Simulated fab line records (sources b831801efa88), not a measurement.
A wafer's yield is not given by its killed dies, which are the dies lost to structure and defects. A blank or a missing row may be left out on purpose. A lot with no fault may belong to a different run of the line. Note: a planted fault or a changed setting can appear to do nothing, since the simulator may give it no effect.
Matching of chambers + flow sky130 + SKY_CONTACT_CVD_00 on pecvd-03: 3 sister chambers
The step deposits Si3N4, target thk 75 nm. 20 wafers are shown with their chamber, then 10 later ones without.

== WAFERS WITH THEIR CHAMBER ==
| wafer  | chamber | heaterPowerW (W) |
|--------|---------|------------------|
| L075.4 | 1       | 694              |
| L075.5 | 0       | 897              |
| L075.6 | 2       | 790              |
| L076.2 | 2       | 815              |
| L076.4 | 2       | 806              |
| L076.6 | 0       | 926              |
| L078.1 | 2       | 790              |
| L078.2 | 0       | 866              |
| L078.6 | 2       | 785              |
| L079.1 | 2       | 805              |
| L079.3 | 1       | 744              |
| L079.6 | 0       | 868              |
| L080.1 | 0       | 884              |
| L080.3 | 1       | 687              |
| L080.4 | 1       | 708              |
| L084.1 | 2       | 704              |
| L084.3 | 1       | 643              |
| L084.6 | 2       | 681              |
| L086.2 | 0       | 915              |
| L086.3 | 0       | 901              |

SIGNATURES (means of the wafers above)
| reading      | chamber 0 | chamber 1 | chamber 2 | scatter within a chamber |
|--------------|-----------|-----------|-----------|--------------------------|
| heaterPowerW | 893.86    | 695.20    | 772.00    | 39.3                     |
Rule: for a wafer and a chamber, the distance is found by dividing, reading by reading, the gap between the wafer's reading and the chamber's mean by the reading's scatter, squaring, summing and taking the root. The wafer belongs to the nearest chamber; if the next one is less than 2 further off, it can't be placed. How the scatter is found: for the shown wafers, subtract from each reading the mean of its chamber, square and add these, divide the total by (wafers less chambers), then take the root.

== WAFERS WHOSE CHAMBER IS MISSING ==
| wafer  | heaterPowerW (W) |
|--------|------------------|
| L086.5 | 751              |
| L091.1 | 844              |
| L091.3 | 781              |
| L091.6 | 839              |
| L093.2 | 784              |
| L093.4 | 612              |
| L093.6 | 788              |
| L095.1 | 927              |
| L095.3 | 746              |
| L095.5 | 804              |

== WHICH CHAMBER EACH ONE RAN IN ==
| wafer  | from the rows above          | in truth |
|--------|------------------------------|----------|
| L086.5 | can't be placed: 2 or 1      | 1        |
| L091.1 | can't be placed: 0 or 2      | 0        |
| L091.3 | can't be placed: 2 or 1      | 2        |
| L091.6 | can't be placed: 0 or 2      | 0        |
| L093.2 | can't be placed: 2 or 1      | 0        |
| L093.4 | can't be placed: 1 or 2      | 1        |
| L093.6 | can't be placed: 2 or 1      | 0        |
| L095.1 | 0                            | 0        |
| L095.3 | can't be placed: 2 or 1      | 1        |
| L095.5 | can't be placed: 2 or 0 or 1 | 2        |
Placed correctly: 1 of 10. Can't be placed from these rows: 9 (the true chamber is among the candidates in 7). Number placed wrongly: 0.
